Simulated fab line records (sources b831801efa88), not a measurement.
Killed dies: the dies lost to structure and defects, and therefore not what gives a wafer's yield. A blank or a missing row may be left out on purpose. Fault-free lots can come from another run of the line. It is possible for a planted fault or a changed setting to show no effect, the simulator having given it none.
Which of the tools did it? | flow sky130 | 42 wafers from 14 lots sampled at 3 of the route's 708 steps

## WHAT THE GAUGES READ, wafer by wafer
SKY_METAL2_CD_MEAS_15: target cd 140 nm. Usual: cd-nm at 139.4 nm, with a standard deviation of 1.5.
lot  | measured     | on        | cd-nm (nm)        | flag
L588 | day 34 20:43 | cd-sem-02 | 137.0 139.0 136.8 |
L589 | day 35 16:58 | cd-sem-02 | 139.2 141.2 139.9 |
L590 | day 35 21:50 | cd-sem-01 | 140.5 141.2 141.3 |
L591 | day 36 01:15 | cd-sem-02 | 138.6 140.0 140.0 |
L593 | day 36 12:47 | cd-sem-02 | 138.4 137.0 136.7 |
L594 | day 37 15:14 | cd-sem-01 | 138.1 138.2 139.3 |
L595 | day 37 18:01 | cd-sem-02 | 138.4 141.5 139.1 |
L597 | day 38 12:59 | cd-sem-02 | 143.3 142.9 141.2 |
L599 | day 39 03:32 | cd-sem-01 | 136.9 137.8 138.4 |
L601 | day 39 12:04 | cd-sem-02 | 142.0 141.4 138.9 |
L605 | day 40 12:13 | cd-sem-02 | 156.0 155.2 155.4 | OFF
L606 | day 40 15:44 | cd-sem-02 | 154.3 153.8 154.4 | OFF
L607 | day 40 19:01 | cd-sem-01 | 138.5 138.8 138.1 |
L608 | day 40 23:51 | cd-sem-02 | 138.7 139.3 138.0 |

## TOOL THAT RAN EACH LOT (tool first, then ch and the chambers of the sampled wafers, then the start)
lot  | SKY_METAL2_SPUTTER_04        | SKY_METAL2_EXPOSE_12
L588 | pvd-sputter-03, day 33 19:44 | krf-scanner-02 ch 0, day 34 08:59
L589 | pvd-sputter-04, day 34 15:52 | krf-scanner-02 ch 0, day 35 03:07
L590 | pvd-sputter-02, day 34 19:46 | krf-scanner-01 ch 0, day 35 07:50
L591 | pvd-sputter-02, day 34 23:53 | krf-scanner-02 ch 0, day 35 11:57
L593 | pvd-sputter-02, day 35 10:58 | krf-scanner-02 ch 0, day 36 00:59
L594 | pvd-sputter-04, day 36 12:25 | krf-scanner-01 ch 0, day 37 03:16
L595 | pvd-sputter-02, day 36 16:31 | krf-scanner-01 ch 0, day 37 05:56
L597 | pvd-sputter-03, day 37 11:24 | krf-scanner-02 ch 0, day 38 01:27
L599 | pvd-sputter-02, day 38 02:31 | krf-scanner-01 ch 0, day 38 14:40
L601 | pvd-sputter-03, day 38 11:40 | krf-scanner-02 ch 0, day 39 00:43
L605 | pvd-sputter-03, day 39 11:49 | krf-scanner-01 ch 0, day 40 00:14
L606 | pvd-sputter-04, day 39 15:16 | krf-scanner-01 ch 0, day 40 04:52
L607 | pvd-sputter-02, day 39 18:44 | krf-scanner-02 ch 0, day 40 08:16
L608 | pvd-sputter-03, day 39 23:43 | krf-scanner-02 ch 0, day 40 12:36
- SKY_METAL2_SPUTTER_04: material TiN, target thk 70 nm, time 58.3 s.
- SKY_METAL2_EXPOSE_12: exposes mask MM2, target cd 140 nm.

## WHAT THE TOOLS THEMSELVES READ (means of the sampled wafers that have a number; where no wafer has one, the mark that the record gives instead)
SKY_METAL2_SPUTTER_04. Usual: throttle-valve-pct at 29.9 %, with a standard deviation of 1.2.
lot  | tool           | throttle-valve-pct (%) | flag
L588 | pvd-sputter-03 | 29.2                   |
L589 | pvd-sputter-04 | 29.7                   |
L590 | pvd-sputter-02 | 30.2                   |
L591 | pvd-sputter-02 | 30.5                   |
L593 | pvd-sputter-02 | 30.1                   |
L594 | pvd-sputter-04 | 29.6                   |
L595 | pvd-sputter-02 | 29.6                   |
L597 | pvd-sputter-03 | 28.6                   |
L599 | pvd-sputter-02 | 29.9                   |
L601 | pvd-sputter-03 | 30.1                   |
L605 | pvd-sputter-03 | 29.5                   |
L606 | pvd-sputter-04 | 28.7                   |
L607 | pvd-sputter-02 | 30.2                   |
L608 | pvd-sputter-03 | 29.8                   |

SKY_METAL2_EXPOSE_12. Usual: exposure-dose-mJ-cm2 at 28.01, with a standard deviation of 0.038.
lot  | tool           | exposure-dose-mJ-cm2 | flag
L588 | krf-scanner-02 | 27.95                |
L589 | krf-scanner-02 | 28.01                |
L590 | krf-scanner-01 | 28.04                |
L591 | krf-scanner-02 | 27.98                |
L593 | krf-scanner-02 | 27.98                |
L594 | krf-scanner-01 | 28.09                |
L595 | krf-scanner-01 | 28.04                |
L597 | krf-scanner-02 | 28.01                |
L599 | krf-scanner-01 | 28.04                |
L601 | krf-scanner-02 | 28.04                |
L605 | krf-scanner-01 | 25.91                | OFF
L606 | krf-scanner-01 | 25.95                | OFF
L607 | krf-scanner-02 | 28.02                |
L608 | krf-scanner-02 | 28.03                |

## THE ANSWER, worked out from the rows above alone
Rule: lot off if the mean of its wafers having a number is beyond 3 standard deviations from the usual mean. Also off: a lot with no number at a reading for which 4 or more lots have one. The other lots that the step has rows for count as sound. First the gauges in route order, then the tools' own readings, where a lot's mean is used as printed above. At the first step where some lot is off, the reading lying furthest off is the one used; lots without a number count as furthest.
Off: L605, L606, at SKY_METAL2_CD_MEAS_15 (cd-nm).
If a tool, at a process step before that reading, ran all the lots that are off and no sound lot after the first of them, it fits. The gauges at SKY_METAL2_CD_MEAS_15 aren't tried: what is off there is off at SKY_METAL2_EXPOSE_12 too, on other tools, and a gauge's error can't cause that. One fits: krf-scanner-01 at SKY_METAL2_EXPOSE_12. Its last sound lot is L599 (day 38 14:40), its first lot that is off L605 (day 40 00:14): a fault that began between those two fits.
The tool's own readings at SKY_METAL2_EXPOSE_12 bear it out: on the lots that are off they differ by more than 5 times the standard deviation of the sound lots' means. exposure-dose-mJ-cm2 reads 25.93 there against 28.02 on the sound lots.

## WHAT THE SIMULATOR HAD INSERTED
Process parameters drifting: krf-scanner-01 at SKY_METAL2_EXPOSE_12, beginning at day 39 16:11. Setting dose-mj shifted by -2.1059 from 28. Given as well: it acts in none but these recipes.
Shown lots that were struck: L605, L606. The rule given above showed the same thing.
